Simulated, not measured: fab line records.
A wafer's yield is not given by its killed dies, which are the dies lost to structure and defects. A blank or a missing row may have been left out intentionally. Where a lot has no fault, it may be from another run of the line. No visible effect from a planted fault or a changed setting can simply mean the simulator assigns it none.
Which tool was responsible? || flow sky130 || 13 lots, 39 wafers sampled, at 4 steps of a route of 708

== WHAT THE GAUGES SHOWED, per wafer ==
SKY_LDD_LDN_OVL_MEAS_07.
{"lot": "L293", "measured": "day 22 23:59", "on": "overlay-01", "LDD_LDN_OVL (nm)": "-1.0 -1.0 0.3"}
{"lot": "L296", "measured": "day 23 13:03", "on": "overlay-02", "LDD_LDN_OVL (nm)": "0.7 2.6 0.8"}
{"lot": "L294", "measured": "day 23 13:40", "on": "overlay-02", "LDD_LDN_OVL (nm)": "-1.6 -2.3 -0.7"}
{"lot": "L297", "measured": "day 24 02:22", "on": "overlay-01", "LDD_LDN_OVL (nm)": "-0.1 0.4 0.1"}
{"lot": "L298", "measured": "day 24 03:55", "on": "overlay-01", "LDD_LDN_OVL (nm)": "-0.3 -0.4 1.3"}
{"lot": "L300", "measured": "day 25 15:40", "on": "overlay-01", "LDD_LDN_OVL (nm)": "-1.8 1.9 -2.0"}
{"lot": "L307", "measured": "day 27 23:57", "on": "overlay-01", "LDD_LDN_OVL (nm)": "1.7 0.4 2.0"}
{"lot": "L308", "measured": "day 28 06:34", "on": "overlay-02", "LDD_LDN_OVL (nm)": "2.5 1.3 0.0"}
{"lot": "L309", "measured": "day 28 18:22", "on": "overlay-01", "LDD_LDN_OVL (nm)": "-0.2 0.6 -0.2"}
{"lot": "L310", "measured": "day 28 18:58", "on": "overlay-01", "LDD_LDN_OVL (nm)": "0.1 0.2 1.0"}
{"lot": "L311", "measured": "day 28 22:57", "on": "overlay-02", "LDD_LDN_OVL (nm)": "-1.2 0.1 1.1"}
{"lot": "L312", "measured": "day 29 09:00", "on": "overlay-02", "LDD_LDN_OVL (nm)": "2.3 2.6 0.5"}
{"lot": "L314", "measured": "day 30 03:28", "on": "overlay-01", "LDD_LDN_OVL (nm)": "-1.1 0.8 -1.2"}

SKY_SD_N_RS_MEAS_16: the measuring method here is four-point-probe.
{"lot": "L293", "measured": "day 28 01:43", "on": "film_metro-04", "SD_N_RS (ohm/sq)": "68.40 68.58 68.53"}
{"lot": "L296", "measured": "day 28 13:10", "on": "film_metro-03", "SD_N_RS (ohm/sq)": "68.62 68.54 68.58"}
{"lot": "L294", "measured": "day 28 14:32", "on": "film_metro-04", "SD_N_RS (ohm/sq)": "68.66 68.68 68.64"}
{"lot": "L297", "measured": "day 29 00:19", "on": "film_metro-02", "SD_N_RS (ohm/sq)": "68.43 68.56 68.53"}
{"lot": "L298", "measured": "day 29 03:54", "on": "film_metro-04", "SD_N_RS (ohm/sq)": "68.69 68.53 68.58"}
{"lot": "L300", "measured": "day 30 11:34", "on": "film_metro-02", "SD_N_RS (ohm/sq)": "68.24 68.25 68.23"}
{"lot": "L307", "measured": "day 32 13:01", "on": "film_metro-03", "SD_N_RS (ohm/sq)": "68.58 68.49 68.72"}
{"lot": "L308", "measured": "day 32 19:08", "on": "film_metro-02", "SD_N_RS (ohm/sq)": "70.41 70.21 70.30"}
{"lot": "L309", "measured": "day 33 06:47", "on": "film_metro-02", "SD_N_RS (ohm/sq)": "68.30 68.40 68.29"}
{"lot": "L310", "measured": "day 33 09:55", "on": "film_metro-02", "SD_N_RS (ohm/sq)": "70.43 70.33 70.27"}
{"lot": "L311", "measured": "day 33 12:40", "on": "film_metro-04", "SD_N_RS (ohm/sq)": "68.61 68.70 68.86"}
{"lot": "L312", "measured": "day 33 21:47", "on": "film_metro-04", "SD_N_RS (ohm/sq)": "68.53 68.60 68.59"}
{"lot": "L314", "measured": "day 34 15:23", "on": "film_metro-02", "SD_N_RS (ohm/sq)": "68.45 68.07 68.37"}

SKY_LI_CONTACT_OVL_MEAS_13.
{"lot": "L293", "measured": "day 29 05:50", "on": "overlay-02", "LI_CONTACT_OVL (nm)": "8 2 8"}
{"lot": "L296", "measured": "day 29 17:22", "on": "overlay-01", "LI_CONTACT_OVL (nm)": "-1 -2 0"}
{"lot": "L294", "measured": "day 29 17:53", "on": "overlay-02", "LI_CONTACT_OVL (nm)": "4 4 -3"}
{"lot": "L297", "measured": "day 30 03:38", "on": "overlay-01", "LI_CONTACT_OVL (nm)": "13 -4 6"}
{"lot": "L298", "measured": "day 30 06:53", "on": "overlay-01", "LI_CONTACT_OVL (nm)": "-1 -2 -3"}
{"lot": "L300", "measured": "day 31 14:31", "on": "overlay-01", "LI_CONTACT_OVL (nm)": "-2 -5 -5"}
{"lot": "L307", "measured": "day 33 16:37", "on": "overlay-02", "LI_CONTACT_OVL (nm)": "-7 -2 -1"}
{"lot": "L308", "measured": "day 33 22:21", "on": "overlay-01", "LI_CONTACT_OVL (nm)": "-9 -3 5"}
{"lot": "L309", "measured": "day 34 10:22", "on": "overlay-02", "LI_CONTACT_OVL (nm)": "-6 -2 3"}
{"lot": "L310", "measured": "day 34 13:41", "on": "overlay-01", "LI_CONTACT_OVL (nm)": "-8 4 0"}
{"lot": "L311", "measured": "day 34 15:40", "on": "overlay-01", "LI_CONTACT_OVL (nm)": "-3 -5 2"}
{"lot": "L312", "measured": "day 35 01:28", "on": "overlay-01", "LI_CONTACT_OVL (nm)": "-6 -8 -13"}
{"lot": "L314", "measured": "day 35 19:19", "on": "overlay-01", "LI_CONTACT_OVL (nm)": "4 -1 -3"}

== EACH LOT AND THE TOOL THAT RAN IT (in order: tool; ch and the chambers of the sampled wafers; start) ==
{"lot": "L293", "SKY_SD_N_IMPLANT_10": "implanter-03 ch 0, day 28 01:11"}
{"lot": "L296", "SKY_SD_N_IMPLANT_10": "implanter-03 ch 0, day 28 12:37"}
{"lot": "L294", "SKY_SD_N_IMPLANT_10": "implanter-03 ch 0, day 28 14:01"}
{"lot": "L297", "SKY_SD_N_IMPLANT_10": "implanter-01 ch 0, day 28 23:44"}
{"lot": "L298", "SKY_SD_N_IMPLANT_10": "implanter-03 ch 0, day 29 03:22"}
{"lot": "L300", "SKY_SD_N_IMPLANT_10": "implanter-02 ch 0, day 30 11:02"}
{"lot": "L307", "SKY_SD_N_IMPLANT_10": "implanter-01 ch 0, day 32 12:28"}
{"lot": "L308", "SKY_SD_N_IMPLANT_10": "implanter-01 ch 0, day 32 18:36"}
{"lot": "L309", "SKY_SD_N_IMPLANT_10": "implanter-02 ch 0, day 33 06:16"}
{"lot": "L310", "SKY_SD_N_IMPLANT_10": "implanter-01 ch 0, day 33 09:23"}
{"lot": "L311", "SKY_SD_N_IMPLANT_10": "implanter-03 ch 0, day 33 12:08"}
{"lot": "L312", "SKY_SD_N_IMPLANT_10": "implanter-03 ch 0, day 33 21:16"}
{"lot": "L314", "SKY_SD_N_IMPLANT_10": "implanter-03 ch 0, day 34 14:52"}
- SKY_SD_N_IMPLANT_10

== WHAT THE TOOLS THEMSELVES READ (means of the sampled wafers that have a number; where no wafer has one, the mark that the record gives instead) ==
SKY_SD_N_IMPLANT_10.
{"lot": "L293", "tool": "implanter-03", "dose_ions_cm2": 1.0014e+14, "faraday_current_uA": 471}
{"lot": "L296", "tool": "implanter-03", "dose_ions_cm2": 9.9973e+13, "faraday_current_uA": 476}
{"lot": "L294", "tool": "implanter-03", "dose_ions_cm2": 1.0017e+14, "faraday_current_uA": 477}
{"lot": "L297", "tool": "implanter-01", "dose_ions_cm2": 1.0011e+14, "faraday_current_uA": 504}
{"lot": "L298", "tool": "implanter-03", "dose_ions_cm2": 9.9980e+13, "faraday_current_uA": 469}
{"lot": "L300", "tool": "implanter-02", "dose_ions_cm2": 1.0008e+14, "faraday_current_uA": 572}
{"lot": "L307", "tool": "implanter-01", "dose_ions_cm2": 1.0009e+14, "faraday_current_uA": 513}
{"lot": "L308", "tool": "implanter-01", "dose_ions_cm2": 9.9733e+12, "faraday_current_uA": 56}
{"lot": "L309", "tool": "implanter-02", "dose_ions_cm2": 1.0012e+14, "faraday_current_uA": 567}
{"lot": "L310", "tool": "implanter-01", "dose_ions_cm2": 9.8700e+12, "faraday_current_uA": 57}
{"lot": "L311", "tool": "implanter-03", "dose_ions_cm2": 1.0008e+14, "faraday_current_uA": 472}
{"lot": "L312", "tool": "implanter-03", "dose_ions_cm2": 1.0019e+14, "faraday_current_uA": 476}
{"lot": "L314", "tool": "implanter-03", "dose_ions_cm2": 1.0018e+14, "faraday_current_uA": 469}

== THE ANSWER, worked out from the rows above alone ==
Rule: what is usual is taken from the lots themselves. The widest of any qualifying gaps counts: lots, ordered by their means at a reading, are off when they make up no more than a third of the lots, leave a main group of 4 or more, and stand apart from it by 3 or more times the standard deviation of that group's means. Not used: any main group whose means are identical at the precision the tables above print for the reading. A lot without any number at a reading at which 4 lots or more have one is off too. The other lots that the step has rows for count as sound. First the gauges in route order, then the tools' own readings, where a lot's mean is used as printed above. The first step at which some lot is off is used, and at that step the reading that is off furthest; a lot without a number counts as furthest.
Off: L308, L310, at SKY_SD_N_RS_MEAS_16 (SD_N_RS). Main group: mean 68.51 ohm/sq, sd 0.15.
A tool fits if, at a process step before that reading, it ran every lot that is off, and no sound lot after the first of them. The gauges at SKY_SD_N_RS_MEAS_16 aren't tried: what is off there is off at SKY_SD_N_IMPLANT_10 too, on other tools, and a gauge's error can't cause that. One candidate fits, namely implanter-01 at SKY_SD_N_IMPLANT_10. Its last sound lot is L307 (day 32 12:28), its first lot that is off L308 (day 32 18:36): a fault that began between those two fits.
The tool's own readings at SKY_SD_N_IMPLANT_10 bear it out: on the lots that are off they differ by more than 5 times the standard deviation of the sound lots' means. dose_ions_cm2 reads 9.9216e+12 there against 1.0010e+14 on the sound lots; faraday_current_uA reads 56 there against 497 on the sound lots.

== WHAT THE SIMULATOR PUT IN ==
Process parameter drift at SKY_SD_N_IMPLANT_10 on implanter-01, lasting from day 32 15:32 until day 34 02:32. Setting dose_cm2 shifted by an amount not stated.
Shown lots that were struck: L308, L310. The rule above found the same.
